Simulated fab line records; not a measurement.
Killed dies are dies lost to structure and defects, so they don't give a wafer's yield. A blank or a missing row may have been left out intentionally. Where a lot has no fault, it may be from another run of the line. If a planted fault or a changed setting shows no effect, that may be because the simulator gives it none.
Which tool is to blame?    flow sky130    11 lots, 33 wafers sampled, at 2 steps of a route of 708

## WHAT THE GAUGES READ, wafer by wafer
SKY_FIELD_ISO_THK_MEAS_23.
lot   measured     on             FIELD_ISO_OXIDATION_01_THK (nm)
L711  day 2 11:18  film_metro-03  9.79 9.89 10.05
L713  day 2 16:24  film_metro-01  10.29 10.34 10.25
L718  day 3 20:51  film_metro-01  10.10 10.13 10.31
L719  day 4 02:03  film_metro-04  10.22 10.22 10.30
L721  day 4 11:19  film_metro-03  10.52 10.46 10.28
L722  day 4 16:41  film_metro-04  9.68 9.76 9.88
L723  day 4 23:55  film_metro-01  9.77 9.96 10.02
L724  day 5 03:48  film_metro-03  9.89 9.83 10.12
L730  day 6 11:16  film_metro-01  4.27 4.31 4.31
L731  day 6 13:50  film_metro-04  4.21 4.26 4.35
L734  day 7 07:02  film_metro-03  4.60 4.55 4.27

## TOOL THAT RAN EACH LOT (tool first, then ch and the chambers of the sampled wafers, then the start)
lot   SKY_FIELD_ISO_OXIDATION_22
L711  furnace-01 ch 0, day 2 10:08
L713  furnace-01 ch 0, day 2 15:14
L718  furnace-02 ch 0, day 3 19:40
L719  furnace-01 ch 0, day 4 00:53
L721  furnace-01 ch 0, day 4 10:08
L722  furnace-02 ch 0, day 4 15:31
L723  furnace-01 ch 0, day 4 22:44
L724  furnace-02 ch 0, day 5 02:37
L730  furnace-01 ch 0, day 6 10:05
L731  furnace-01 ch 0, day 6 12:40
L734  furnace-01 ch 0, day 7 05:50
- SKY_FIELD_ISO_OXIDATION_22: stabilise 600 s, purge 300 s, target thk 10 nm.

## THE ANSWER, worked out from the rows above alone
Rule: usual is defined by the lots themselves. The widest of any qualifying gaps counts: lots, ordered by their means at a reading, are off when they make up no more than a third of the lots, leave a main group of 4 or more, and stand apart from it by 3 or more times the standard deviation of that group's means. A main group is skipped when, at the precision printed for the reading in the tables above, its means are all equal. Also off: a lot with no number at a reading for which 4 or more lots have one. The other lots that the step has rows for count as sound.
Off: at SKY_FIELD_ISO_THK_MEAS_23 (FIELD_ISO_OXIDATION_01_THK), L730, L731, L734. For the main group the mean is 10.09 nm and the standard deviation 0.21.
A tool fits if, at a process step before that reading, it ran every lot that is off, and no sound lot after the first of them. Those tools and the gauges at SKY_FIELD_ISO_THK_MEAS_23 are tried in the same way. One candidate fits, namely furnace-01 at SKY_FIELD_ISO_OXIDATION_22. A fault onset in the window from L723 (day 4 22:44, its last sound lot) to L730 (day 6 10:05, its first lot off) fits.

## WHAT WAS PUT IN BY THE SIMULATOR
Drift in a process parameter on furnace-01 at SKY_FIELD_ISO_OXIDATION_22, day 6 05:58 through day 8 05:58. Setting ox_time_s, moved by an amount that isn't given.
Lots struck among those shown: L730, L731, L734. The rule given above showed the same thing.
